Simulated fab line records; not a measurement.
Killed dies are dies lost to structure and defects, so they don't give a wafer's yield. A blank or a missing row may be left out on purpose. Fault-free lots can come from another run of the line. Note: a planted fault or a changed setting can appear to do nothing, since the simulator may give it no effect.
The tool behind it: which one? :: flow gf180mcu :: 14 lots, 42 wafers sampled, at 3 steps of a route of 602

## WHAT EACH GAUGE READ, for each wafer
GF_PASSIVATION_THK_MEAS_01. Usual: PASSIVATION_CVD_00_THK 989 nm, standard deviation 15.
lot: L721
measured: day 28 13:40
on: filmMetro-04
PASSIVATION_CVD_00_THK (nm): 967 948 993
flag: 

lot: L722
measured: day 28 17:35
on: filmMetro-01
PASSIVATION_CVD_00_THK (nm): 993 973 1000
flag: 

lot: L723
measured: day 28 23:03
on: filmMetro-01
PASSIVATION_CVD_00_THK (nm): 990 1028 1001
flag: 

lot: L725
measured: day 29 07:20
on: filmMetro-03
PASSIVATION_CVD_00_THK (nm): 969 1000 993
flag: 

lot: L727
measured: day 29 21:51
on: filmMetro-04
PASSIVATION_CVD_00_THK (nm): 979 1008 1009
flag: 

lot: L726
measured: day 29 22:29
on: filmMetro-01
PASSIVATION_CVD_00_THK (nm): 991 984 1016
flag: 

lot: L728
measured: day 30 09:58
on: filmMetro-03
PASSIVATION_CVD_00_THK (nm): 990 981 998
flag: 

lot: L729
measured: day 30 14:31
on: filmMetro-03
PASSIVATION_CVD_00_THK (nm): 964 964 993
flag: 

lot: L731
measured: day 31 03:15
on: filmMetro-04
PASSIVATION_CVD_00_THK (nm): 963 975 993
flag: 

lot: L735
measured: day 32 05:01
on: filmMetro-01
PASSIVATION_CVD_00_THK (nm): 985 959 980
flag: 

lot: L737
measured: day 32 15:27
on: filmMetro-04
PASSIVATION_CVD_00_THK (nm): 972 977 988
flag: 

lot: L738
measured: day 32 21:34
on: filmMetro-04
PASSIVATION_CVD_00_THK (nm): 994 981 982
flag: 

lot: L743
measured: day 34 03:20
on: filmMetro-04
PASSIVATION_CVD_00_THK (nm): 992 992 1006
flag: 

lot: L744
measured: day 34 05:32
on: filmMetro-04
PASSIVATION_CVD_00_THK (nm): 976 992 1012
flag: 

## EACH LOT AND THE TOOL THAT RAN IT (in order: tool; ch and the chambers of the sampled wafers; start)
lot: L721
GF_V5_CVD_02: pecvd-03 ch 0,1, day 26 18:45
GF_TOP_METAL_SPUTTER_00: pvdSputter-03, day 27 16:35

lot: L722
GF_V5_CVD_02: pecvd-03 ch 0,1, day 26 22:55
GF_TOP_METAL_SPUTTER_00: pvdSputter-03, day 27 20:21

lot: L723
GF_V5_CVD_02: pecvd-03 ch 0,1,2, day 27 04:38
GF_TOP_METAL_SPUTTER_00: pvdSputter-03, day 28 02:44

lot: L725
GF_V5_CVD_02: pecvd-03 ch 0,2, day 27 12:31
GF_TOP_METAL_SPUTTER_00: pvdSputter-02, day 28 10:50

lot: L727
GF_V5_CVD_02: pecvd-04 ch 0,1, day 28 03:40
GF_TOP_METAL_SPUTTER_00: pvdSputter-03, day 29 01:23

lot: L726
GF_V5_CVD_02: pecvd-03 ch 0,1, day 28 04:32
GF_TOP_METAL_SPUTTER_00: pvdSputter-04, day 29 02:40

lot: L728
GF_V5_CVD_02: pecvd-04 ch 1,2, day 28 16:30
GF_TOP_METAL_SPUTTER_00: pvdSputter-02, day 29 13:41

lot: L729
GF_V5_CVD_02: pecvd-03 ch 0,1,2, day 28 20:59
GF_TOP_METAL_SPUTTER_00: pvdSputter-03, day 29 18:47

lot: L731
GF_V5_CVD_02: pecvd-03 ch 0,1,2, day 29 11:05
GF_TOP_METAL_SPUTTER_00: pvdSputter-03, day 30 08:05

lot: L735
GF_V5_CVD_02: pecvd-02 ch 1, day 30 16:14
GF_TOP_METAL_SPUTTER_00: pvdSputter-04, day 31 11:17

lot: L737
GF_V5_CVD_02: pecvd-02 ch 0,1,2, day 31 02:09
GF_TOP_METAL_SPUTTER_00: pvdSputter-02, day 31 21:37

lot: L738
GF_V5_CVD_02: pecvd-02 ch 0,1,2, day 31 08:35
GF_TOP_METAL_SPUTTER_00: pvdSputter-04, day 32 04:27

lot: L743
GF_V5_CVD_02: pecvd-03 ch 0,1,2, day 32 16:49
GF_TOP_METAL_SPUTTER_00: pvdSputter-03, day 33 11:20

lot: L744
GF_V5_CVD_02: pecvd-03 ch 0,2, day 32 19:13
GF_TOP_METAL_SPUTTER_00: pvdSputter-04, day 33 13:16
- GF_V5_CVD_02: deposits SiO2 from TEOS, target thk 1450 nm, time 163.28 s.
- GF_TOP_METAL_SPUTTER_00: material Ti, target thk 37.5 nm, time 150 s.

## WHAT THE TOOLS THEMSELVES READ (means of the sampled wafers that have a number; where no wafer has one, the mark that the record gives instead)
GF_V5_CVD_02. Usual: heaterPowerOuterW 358 W, standard deviation 65; heaterPowerW 630 W, standard deviation 110; rfFwdPowerW 597.6 W, standard deviation 2.
lot: L721
tool: pecvd-03
heaterPowerOuterW (W): 369
heaterPowerW (W): 661
rfFwdPowerW (W): 597.1
flag: 

lot: L722
tool: pecvd-03
heaterPowerOuterW (W): 392
heaterPowerW (W): 682
rfFwdPowerW (W): 599.6
flag: 

lot: L723
tool: pecvd-03
heaterPowerOuterW (W): 367
heaterPowerW (W): 635
rfFwdPowerW (W): 599.1
flag: 

lot: L725
tool: pecvd-03
heaterPowerOuterW (W): 394
heaterPowerW (W): 694
rfFwdPowerW (W): 596.8
flag: 

lot: L727
tool: pecvd-04
heaterPowerOuterW (W): 335
heaterPowerW (W): 578
rfFwdPowerW (W): 598.4
flag: 

lot: L726
tool: pecvd-03
heaterPowerOuterW (W): 330
heaterPowerW (W): 593
rfFwdPowerW (W): 598.1
flag: 

lot: L728
tool: pecvd-04
heaterPowerOuterW (W): 373
heaterPowerW (W): 624
rfFwdPowerW (W): 598.6
flag: 

lot: L729
tool: pecvd-03
heaterPowerOuterW (W): 360
heaterPowerW (W): 639
rfFwdPowerW (W): 595.5
flag: 

lot: L731
tool: pecvd-03
heaterPowerOuterW (W): 383
heaterPowerW (W): 664
rfFwdPowerW (W): 598.5
flag: 

lot: L735
tool: pecvd-02
heaterPowerOuterW (W): 350
heaterPowerW (W): 656
rfFwdPowerW (W): 596.3
flag: 

lot: L737
tool: pecvd-02
heaterPowerOuterW (W): 358
heaterPowerW (W): 642
rfFwdPowerW (W): 597.4
flag: 

lot: L738
tool: pecvd-02
heaterPowerOuterW (W): 401
heaterPowerW (W): 699
rfFwdPowerW (W): 596.9
flag: 

lot: L743
tool: pecvd-03
heaterPowerOuterW (W): 378
heaterPowerW (W): 664
rfFwdPowerW (W): 594.9
flag: 

lot: L744
tool: pecvd-03
heaterPowerOuterW (W): 394
heaterPowerW (W): 701
rfFwdPowerW (W): 598.1
flag: 

GF_TOP_METAL_SPUTTER_00. Usual: 30.4 % for throttleValvePct, sd 1.1.
lot: L721
tool: pvdSputter-03
throttleValvePct (%): 29.4
flag: 

lot: L722
tool: pvdSputter-03
throttleValvePct (%): 30.2
flag: 

lot: L723
tool: pvdSputter-03
throttleValvePct (%): 29.7
flag: 

lot: L725
tool: pvdSputter-02
throttleValvePct (%): 29.9
flag: 

lot: L727
tool: pvdSputter-03
throttleValvePct (%): 30.3
flag: 

lot: L726
tool: pvdSputter-04
throttleValvePct (%): 30.2
flag: 

lot: L728
tool: pvdSputter-02
throttleValvePct (%): 31.2
flag: 

lot: L729
tool: pvdSputter-03
throttleValvePct (%): 29.6
flag: 

lot: L731
tool: pvdSputter-03
throttleValvePct (%): 30.2
flag: 

lot: L735
tool: pvdSputter-04
throttleValvePct (%): 29.6
flag: 

lot: L737
tool: pvdSputter-02
throttleValvePct (%): 30.7
flag: 

lot: L738
tool: pvdSputter-04
throttleValvePct (%): 30.5
flag: 

lot: L743
tool: pvdSputter-03
throttleValvePct (%): 29.7
flag: 

lot: L744
tool: pvdSputter-04
throttleValvePct (%): 30.8
flag: 

## THE ANSWER, worked out from the rows above alone
Rule: lot off if the mean of its wafers having a number is beyond 3 standard deviations from the usual mean. A lot without any number at a reading at which 4 lots or more have one is off too. The other lots that the step has rows for count as sound. The gauges are gone through in route order, then the tools' own readings, and for those a lot's mean is taken as printed above. At the first step where some lot is off, the reading lying furthest off is the one used; lots without a number count as furthest.
Across all readings shown, no lot is off: no conclusion can be drawn from this.

## WHAT THE SIMULATOR PUT IN
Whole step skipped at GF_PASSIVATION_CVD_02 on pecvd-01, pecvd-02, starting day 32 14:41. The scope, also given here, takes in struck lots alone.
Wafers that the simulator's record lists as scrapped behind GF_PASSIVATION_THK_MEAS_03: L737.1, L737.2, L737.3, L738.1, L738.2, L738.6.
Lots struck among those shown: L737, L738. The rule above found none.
